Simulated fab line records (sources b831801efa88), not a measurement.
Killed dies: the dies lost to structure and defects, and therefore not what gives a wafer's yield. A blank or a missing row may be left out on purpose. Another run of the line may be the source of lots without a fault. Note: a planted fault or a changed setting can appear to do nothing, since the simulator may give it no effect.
The tool behind it: which one?	flow sky130	26 wafers from 9 lots sampled at 6 of the route's 708 steps

WHAT EACH GAUGE READ, for each wafer
SKY_CAP2M_RS_MEAS_03: measurement is done with a four-point probe. Usual: for CAP2M_TIN_RS the level is 6.94 ohm/sq and the standard deviation is 0.095.
lot	measured	on	CAP2M_TIN_RS (ohm/sq)	flag
L129	day 40 04:27	filmMetro-04	6.84 6.70 6.80	
L132	day 41 18:57	filmMetro-01	6.95 6.85 6.94	
L133	day 41 23:20	filmMetro-04	7.01 7.10 7.10	
L135	day 42 04:31	filmMetro-04	7.08 7.11 7.08	
L140	day 43 23:52	filmMetro-01	6.82 6.95	
L141	day 44 06:47	filmMetro-02	6.94 6.77 6.94	
L145	day 44 23:14	filmMetro-01	6.32 6.91 6.33	OFF
L149	day 46 04:20	filmMetro-04	6.80 7.01 6.84	
L148	day 46 04:44	filmMetro-02	6.83 6.88 6.90	

SKY_CAP2M_THK_MEAS_04: measures by xrf. Usual: for CAP2M_TIN_THK the level is 196.0 nm and the standard deviation is 2.8.
lot	measured	on	CAP2M_TIN_THK (nm)	flag
L129	day 40 04:34	filmMetro-04	199.1 202.7 200.2	
L132	day 41 19:04	filmMetro-01	196.3 199.1 196.6	
L133	day 41 23:27	filmMetro-04	194.2 191.6 192.9	
L135	day 42 04:37	filmMetro-04	193.0 192.1 192.8	
L140	day 43 23:59	filmMetro-01	197.8 195.9	
L141	day 44 06:55	filmMetro-02	196.6 201.8 196.2	
L145	day 44 23:20	filmMetro-01	215.3 196.6 214.7	OFF
L149	day 46 04:26	filmMetro-04	201.0 195.5 199.6	
L148	day 46 04:50	filmMetro-02	199.3 197.2 196.8	

EACH LOT AND THE TOOL THAT RAN IT (in order: tool; ch and the chambers of the sampled wafers; start)
lot	SKY_VIA3_ETCH_14	SKY_VIA3_STRIP_16	SKY_METAL4_SPUTTER_02	SKY_CAP2M_SPUTTER_02
L129	rieDiel-03 ch 0,1,3, day 40 02:38	plasmaAsher-03 ch 0, day 40 02:44	pvdSputter-03, day 40 04:07	pvdSputter-02, day 40 04:19
L132	rieDiel-01 ch 1,3, day 41 17:14	plasmaAsher-04 ch 0,1, day 41 17:20	pvdSputter-02, day 41 18:39	pvdSputter-04, day 41 18:50
L133	rieDiel-03 ch 1,2, day 41 21:37	plasmaAsher-04 ch 0, day 41 21:43	pvdSputter-01, day 41 23:01	pvdSputter-04, day 41 23:13
L135	rieDiel-03 ch 0,1,2, day 42 02:47	plasmaAsher-03 ch 0,1, day 42 02:55	pvdSputter-03, day 42 04:11	pvdSputter-02, day 42 04:22
L140	rieDiel-01 ch 0,1, day 43 21:53	plasmaAsher-02 ch 0, day 43 21:59	pvdSputter-01, day 43 23:34	pvdSputter-02, day 43 23:45
L141	rieDiel-01 ch 1,2,3, day 44 04:11	plasmaAsher-04 ch 0,1, day 44 04:17	pvdSputter-01, day 44 06:29	pvdSputter-04, day 44 06:41
L145	rieDiel-03 ch 0,1, day 44 21:31	plasmaAsher-04 ch 0,1, day 44 21:37	pvdSputter-01, day 44 22:55	pvdSputter-02, day 44 23:06
L149	rieDiel-01 ch 2,3, day 46 02:32	plasmaAsher-02 ch 0,1, day 46 02:40	pvdSputter-01, day 46 03:59	pvdSputter-04, day 46 04:11
L148	rieDiel-02 ch 1,2,3, day 46 02:52	plasmaAsher-04 ch 0,1, day 46 02:59	pvdSputter-02, day 46 04:24	pvdSputter-04, day 46 04:35
- SKY_VIA3_ETCH_14: etches BARC in N2/H2, stops on SiO2, time 45.9 s, target depth 60 nm.
- SKY_VIA3_STRIP_16: strips in O2/N2.
- SKY_METAL4_SPUTTER_02: material AlCu, target thk 735 nm, time 39.1 s.
- SKY_CAP2M_SPUTTER_02: material TiN, target thk 200 nm, time 166.7 s.

AS READ BY THE TOOLS THEMSELVES (means over the sampled wafers that have a number; for cases with no such wafer, the mark the record gives instead)
SKY_VIA3_ETCH_14. Usual: drypumpMotorCurrentA 5.6 A, standard deviation 0.44; h2FlowSccm 200.0 sccm, standard deviation 0.62; oesProductAu 0.855 a.u., standard deviation 0.0053; throttleValvePct 13.225 %, standard deviation 0.0085.
lot	tool	drypumpMotorCurrentA (A)	h2FlowSccm (sccm)	oesProductAu (a.u.)	throttleValvePct (%)	flag
L129	rieDiel-03	5.8	200.4	0.850	13.226	
L132	rieDiel-01	5.5	200.1	0.856	13.226	
L133	rieDiel-03	5.2	200.6	0.854	13.228	
L135	rieDiel-03	5.5	200.4	0.855	13.230	
L140	rieDiel-01	5.1	200.2	0.853	13.233	
L141	rieDiel-01	5.7	200.5	0.863	13.230	
L145	rieDiel-03	5.8	200.3	0.854	13.230	
L149	rieDiel-01	5.9	200.6	0.860	13.220	
L148	rieDiel-02	5.9	199.8	0.850	13.230	

SKY_VIA3_STRIP_16. Usual: drypumpMotorCurrentA 5.7 A, standard deviation 0.31; oesProductAu 0.402 a.u., standard deviation 0.0049; stripTimeToEndpointS 4.13 s, standard deviation 0.033.
lot	tool	drypumpMotorCurrentA (A)	oesProductAu (a.u.)	stripTimeToEndpointS (s)	flag
L129	plasmaAsher-03	5.1	0.401	4.12	
L132	plasmaAsher-04	6.1	0.398	4.13	
L133	plasmaAsher-04	6.2	0.402	4.11	
L135	plasmaAsher-03	5.3	0.399	4.12	
L140	plasmaAsher-02	5.6	0.401	4.15	
L141	plasmaAsher-04	6.0	0.402	4.11	
L145	plasmaAsher-04	5.9	0.402	4.13	
L149	plasmaAsher-02	5.6	0.406	4.16	
L148	plasmaAsher-04	5.9	0.407	4.17	

SKY_METAL4_SPUTTER_02. Usual: chamberPressurePa 0.3999 Pa, standard deviation 0.0008; throttleValvePct 30.1 %, standard deviation 0.85.
lot	tool	chamberPressurePa (Pa)	throttleValvePct (%)	flag
L129	pvdSputter-03	0.4011	29.6	
L132	pvdSputter-02	0.3996	29.6	
L133	pvdSputter-01	0.4000	30.5	
L135	pvdSputter-03	0.3999	29.4	
L140	pvdSputter-01	0.3998	30.1	
L141	pvdSputter-01	0.4004	30.1	
L145	pvdSputter-01	0.3991	30.5	
L149	pvdSputter-01	0.3991	30.3	
L148	pvdSputter-02	0.4004	31.1	

SKY_CAP2M_SPUTTER_02. Usual: chamberPressurePa 0.4000 Pa, standard deviation 0.00088; throttleValvePct 29.9 %, standard deviation 0.87.
lot	tool	chamberPressurePa (Pa)	throttleValvePct (%)	flag
L129	pvdSputter-02	0.4002	29.8	
L132	pvdSputter-04	0.3996	29.6	
L133	pvdSputter-04	0.3996	29.1	
L135	pvdSputter-02	0.3992	30.6	
L140	pvdSputter-02	0.4008	30.5	
L141	pvdSputter-04	0.4001	29.6	
L145	pvdSputter-02	0.4004	29.4	
L149	pvdSputter-04	0.3992	30.7	
L148	pvdSputter-04	0.4002	29.8	

THE ANSWER, worked out from the rows above alone
Rule: a lot is off if the mean of its wafers that have a number lies more than 3 standard deviations from the usual mean. Also off: a lot with no number at a reading for which 4 or more lots have one. All remaining lots with rows at the step are treated as sound. Order of review: gauges by route order, followed by the tools' own readings, for which a lot's mean as printed above is used. The first step at which some lot is off is used, and at that step the reading that is off furthest; a lot without a number counts as furthest.
Off: L145, at SKY_CAP2M_RS_MEAS_03 (CAP2M_TIN_RS).
If a tool, at a process step before that reading, ran all the lots that are off and no sound lot after the first of them, it fits. Gauges at SKY_CAP2M_RS_MEAS_03: tried the same way as those tools. Can't be told from this: 3 tools fit, rieDiel-03 at SKY_VIA3_ETCH_14, pvdSputter-02 at SKY_CAP2M_SPUTTER_02, filmMetro-01 at SKY_CAP2M_RS_MEAS_03.

WHAT WAS PUT IN BY THE SIMULATOR
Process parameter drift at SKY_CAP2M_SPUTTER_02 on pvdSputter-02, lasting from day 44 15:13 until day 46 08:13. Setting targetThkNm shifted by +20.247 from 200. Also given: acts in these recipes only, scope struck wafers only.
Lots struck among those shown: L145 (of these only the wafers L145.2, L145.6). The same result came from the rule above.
